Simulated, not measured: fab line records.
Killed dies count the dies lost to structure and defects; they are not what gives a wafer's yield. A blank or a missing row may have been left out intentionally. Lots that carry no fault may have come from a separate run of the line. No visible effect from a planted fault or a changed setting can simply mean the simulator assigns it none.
A struck lot beside a sound one + flow sky130 + 15 out of 708 route steps
Sound: wafers L697.3, L697.4, L697.5. The struck wafers were L706.1, L706.3, L706.5. The cause is named last.
Each step with rows lists, per side, the tool, then ch with its chambers, then its first start. Under that, the readings that differ: sound wafers + struck wafers + difference of the means + sigmas: that difference in standard deviations of wafers without a fault.
alike: words and numbers the same on both sides, and readings whose means are apart by under 2 such deviations; not compared: readings that were withheld, readings missing a value for some wafer, numbers with overlapping values and no deviation given by the record, and bounds like >300 which may hide the same value.
Wherever a step has rows on one side only, a row that says differs or no value, or a row with sigmas, the two part there. Non-overlapping numbers with no deviation appear without sigmas and do not part them. A reading missing from all wafers of one side parts the sides only when that side holds two or more wafers.

first, 2 steps without rows for these wafers: SKY_DNWELL_DEVELOP_06 (develop time 60 s); SKY_DNWELL_IMPLANT_07.
SKY_DNWELL_STRIP_08: strips in O2/N2.
  sound on plasma-asher-03 ch 0,1, day 5 21:01; struck on plasma-asher-02 ch 0,1, day 7 17:07
  alike: drypump-motor-current-A, oes-product-au, strip-time-to-endpoint-s
  not compared: rf-hours-counter-h
SKY_DNWELL_TW_MEAS_09:
  sound: film-metro-04 at day 5 21:06; struck: film-metro-04 at day 7 17:13
  alike: DNWELL_TW
then, 7 steps without rows for these wafers: SKY_PWDE_DEHYDRATE_00 (time 60 s); SKY_PWDE_HMDS_01 (prime time 60 s); SKY_PWDE_COAT_02 (resist thk 3000 nm); SKY_PWDE_SOFTBAKE_03; SKY_PWDE_EXPOSE_04 (exposes mask PWDEM, target cd 840 nm); SKY_PWDE_PEB_05; SKY_PWDE_DEVELOP_06 (develop time 60 s).
SKY_PWDE_OVL_MEAS_07:
  sound: overlay-01 at day 6 16:01; struck: overlay-01 at day 8 13:19
  alike: PWDE_OVL
SKY_PWDE_IMPLANT_08:
  sound on implanter-02 ch 0, day 6 16:05; struck on implanter-02 ch 0, day 8 13:21
| reading                   | sound                | struck               | difference | sigmas |
|---------------------------|----------------------|----------------------|------------|--------|
| beam-energy-keV           | 149.97 150.03 150.01 | 152.31 152.24 152.28 | +2.27      | +53    |
| model.implant.drp-nm (nm) | 97.97 97.97 97.97    | 98.57 98.57 98.57    | +0.60      |        |
  alike: dose-ions-cm2
SKY_PWDE_STRIP_09: strips in O2/N2.
  sound on plasma-asher-03 ch 0,1, day 6 16:14; struck on plasma-asher-01 ch 0, day 8 13:30
| reading                     | sound       | struck      | difference | sigmas |
|-----------------------------|-------------|-------------|------------|--------|
| drypump-motor-current-A (A) | 5.3 5.1 5.1 | 6.2 6.2 6.2 | +1.0       | +2     |
  alike: oes-product-au, strip-time-to-endpoint-s
  not compared: rf-hours-counter-h
next, for these wafers, 1 step has no rows: SKY_PAD_OPEN_PROBE_99.

## WHERE THEY PART
First at SKY_PWDE_IMPLANT_08; last, within this record, at SKY_PWDE_STRIP_09.

WHY: the cause the simulator had injected
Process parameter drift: implanter-02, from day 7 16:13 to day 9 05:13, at SKY_PWDE_IMPLANT_08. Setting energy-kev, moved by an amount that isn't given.
